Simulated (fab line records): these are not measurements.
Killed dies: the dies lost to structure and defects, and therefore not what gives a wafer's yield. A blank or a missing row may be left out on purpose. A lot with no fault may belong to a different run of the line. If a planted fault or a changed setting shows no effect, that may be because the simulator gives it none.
Which tool did it? | flow gf180mcu | 11 lots with 33 wafers sampled at 4 steps, on a route of 602 steps

WHAT EACH GAUGE READ, for each wafer
GF_V3_THK_MEAS_03.
lot  | measured     | on            | V3_CVD_02_THK (nm)
L172 | day 21 21:40 | film metro-01 | 856 862 870
L173 | day 22 02:10 | film metro-04 | 840 848 855
L176 | day 23 10:31 | film metro-04 | 840 845 857
L177 | day 23 18:56 | film metro-01 | 848 862 845
L178 | day 24 04:53 | film metro-02 | 841 1158 863
L179 | day 24 12:51 | film metro-04 | 847 851 858
L181 | day 25 02:49 | film metro-01 | 1160 845 850
L191 | day 28 01:05 | film metro-02 | 843 836 860
L192 | day 28 09:37 | film metro-02 | 842 839 845
L193 | day 28 14:48 | film metro-02 | 831 839 848
L194 | day 28 22:05 | film metro-02 | 846 850 838

WHICH TOOL RAN EACH LOT (tool, then ch and the chambers of the sampled wafers, then the start)
lot  | GF_V2_CMP_26                  | GF_M3_STRIP_17                       | GF_V3_CVD_02
L172 | cmp-01 ch 0,3, day 20 20:19   | plasma asher-03 ch 0,1, day 21 20:55 | pecvd-02 ch 0,1,2, day 21 21:35
L173 | cmp-02 ch 1,2, day 21 01:09   | plasma asher-01 ch 1, day 22 01:26   | pecvd-04 ch 0,1,2, day 22 02:06
L176 | cmp-01 ch 1,2,3, day 22 10:07 | plasma asher-01 ch 0,1, day 23 09:47 | pecvd-02 ch 0,1,2, day 23 10:27
L177 | cmp-02 ch 0,1, day 22 18:17   | plasma asher-01 ch 0,1, day 23 18:13 | pecvd-04 ch 0,1, day 23 18:51
L178 | cmp-01 ch 0,1,3, day 23 05:59 | plasma asher-01 ch 0,1, day 24 04:08 | pecvd-02 ch 0,2, day 24 04:48
L179 | cmp-02 ch 0,1, day 23 13:23   | plasma asher-01 ch 0,1, day 24 12:08 | pecvd-01 ch 0,1, day 24 12:46
L181 | cmp-01 ch 0,1,3, day 24 03:52 | plasma asher-04 ch 0,1, day 25 02:05 | pecvd-02 ch 0,2, day 25 02:45
L191 | cmp-01 ch 0,1,2, day 27 03:09 | plasma asher-04 ch 0,1, day 28 00:14 | pecvd-02 ch 1,2, day 28 01:02
L192 | cmp-01 ch 0,1, day 27 12:23   | plasma asher-03 ch 0,1, day 28 08:53 | pecvd-01 ch 1,2, day 28 09:33
L193 | cmp-02 ch 0,1,3, day 27 18:40 | plasma asher-01 ch 0,1, day 28 14:04 | pecvd-04 ch 0,1, day 28 14:44
L194 | cmp-02 ch 0,2,3, day 28 01:23 | plasma asher-04 ch 0,1, day 28 21:20 | pecvd-01 ch 0,1,2, day 28 22:01
- GF_V2_CMP_26: polishes, stops on SiO2, t overpolish 15 s, target thk 0 nm.
- GF_M3_STRIP_17: strips in O2/N2.
- GF_V3_CVD_02: deposits SiO2 from TEOS, target thk 850 nm, time 94.851 s.

THE ANSWER, worked out from the rows above alone
Rule: what is usual is taken from the lots themselves. The widest of any qualifying gaps counts: lots, ordered by their means at a reading, are off when they make up no more than a third of the lots, leave a main group of 4 or more, and stand apart from it by 3 or more times the standard deviation of that group's means. A main group whose means are all the same, to the digits that the tables above print for the reading, isn't used. Also off: a lot with no number at a reading for which 4 or more lots have one. Where the step has rows for the other lots, those lots are counted as sound.
Off: L178, L181, seen at GF_V3_THK_MEAS_03 (V3_CVD_02_THK). The main group: mean 848 nm, standard deviation 6.4.
If a tool, at a process step before that reading, ran all the lots that are off and no sound lot after the first of them, it fits. Those tools and the gauges at GF_V3_THK_MEAS_03 are tried in the same way. Of those tried, none fits.

WHAT THE SIMULATOR HAD PUT IN
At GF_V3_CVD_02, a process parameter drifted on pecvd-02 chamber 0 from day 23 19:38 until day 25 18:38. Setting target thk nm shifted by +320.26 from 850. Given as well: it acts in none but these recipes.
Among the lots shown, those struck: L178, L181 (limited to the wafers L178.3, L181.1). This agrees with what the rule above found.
